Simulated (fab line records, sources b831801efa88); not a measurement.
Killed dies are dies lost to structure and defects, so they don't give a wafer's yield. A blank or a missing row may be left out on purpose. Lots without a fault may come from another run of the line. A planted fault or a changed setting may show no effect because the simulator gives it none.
Chamber matching | flow gf180mcu | GF_V3_CMP_26 on cmp-01: 4 sister chambers
The step polishes, stops on SiO2, t overpolish 15 s, target thk 0 nm. 14 wafers are shown with their chamber, then 7 later ones without.

WAFERS WITH THEIR CHAMBER
wafer  | chamber | motor_current_A (A) | time_to_endpoint_s (s)
L636.4 | 1       | 10.9                | 84.7
L636.5 | 3       | 11.3                | 81.7
L636.6 | 0       | 11.1                | 80.6
L638.1 | 1       | 10.4                | 86.2
L638.2 | 2       | 12.5                | 88.1
L638.6 | 1       | 11.6                | 89.1
L640.1 | 0       | 10.5                | 84.5
L640.2 | 1       | 10.9                | 85.7
L640.6 | 0       | 10.3                | 84.4
L643.2 | 3       | 11.1                | 86.0
L643.3 | 0       | 10.9                | 86.9
L643.4 | 2       | 12.0                | 83.6
L644.4 | 1       | 11.5                | 86.7
L644.5 | 2       | 11.1                | 80.9

SIGNATURES (means of the wafers above)
reading            | chamber 0 | chamber 1 | chamber 2 | chamber 3 | scatter within a chamber
motor_current_A    | 10.700    | 11.060    | 11.867    | 11.200    | 0.49
time_to_endpoint_s | 84.100    | 86.480    | 84.200    | 83.850    | 2.58
Rule: a wafer's distance from a chamber is the root of the sum, over the readings, of the square of ((its reading less the chamber's mean) divided by the reading's scatter). The wafer belongs to the nearest chamber; if the next one is less than 2 further off, it can't be placed. The scatter: the root of (the sum of the squares of (reading less its chamber's mean) over the shown wafers, divided by (wafers less chambers)).

WAFERS WITHOUT THEIR CHAMBER
wafer  | motor_current_A (A) | time_to_endpoint_s (s)
L644.6 | 10.6                | 83.4
L656.2 | 11.4                | 82.9
L656.4 | 10.9                | 87.2
L656.5 | 11.2                | 88.8
L657.2 | 10.9                | 88.5
L657.4 | 11.4                | 87.4
L657.5 | 12.6                | 81.4

WHICH CHAMBER EACH WENT THROUGH
wafer  | from the rows above               | in truth
L644.6 | can't be placed: 0 or 3 or 1      | 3
L656.2 | can't be placed: 3 or 2 or 0 or 1 | 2
L656.4 | can't be placed: 1 or 0 or 3 or 2 | 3
L656.5 | can't be placed: 1 or 3 or 0 or 2 | 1
L657.2 | can't be placed: 1 or 0 or 3 or 2 | 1
L657.4 | can't be placed: 1 or 3 or 2 or 0 | 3
L657.5 | can't be placed: 2 or 3 or 1      | 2
Placed correctly: 0 of 7. Can't be placed from these rows: 7 (the true chamber is among the candidates in 7). Placed wrongly: 0.
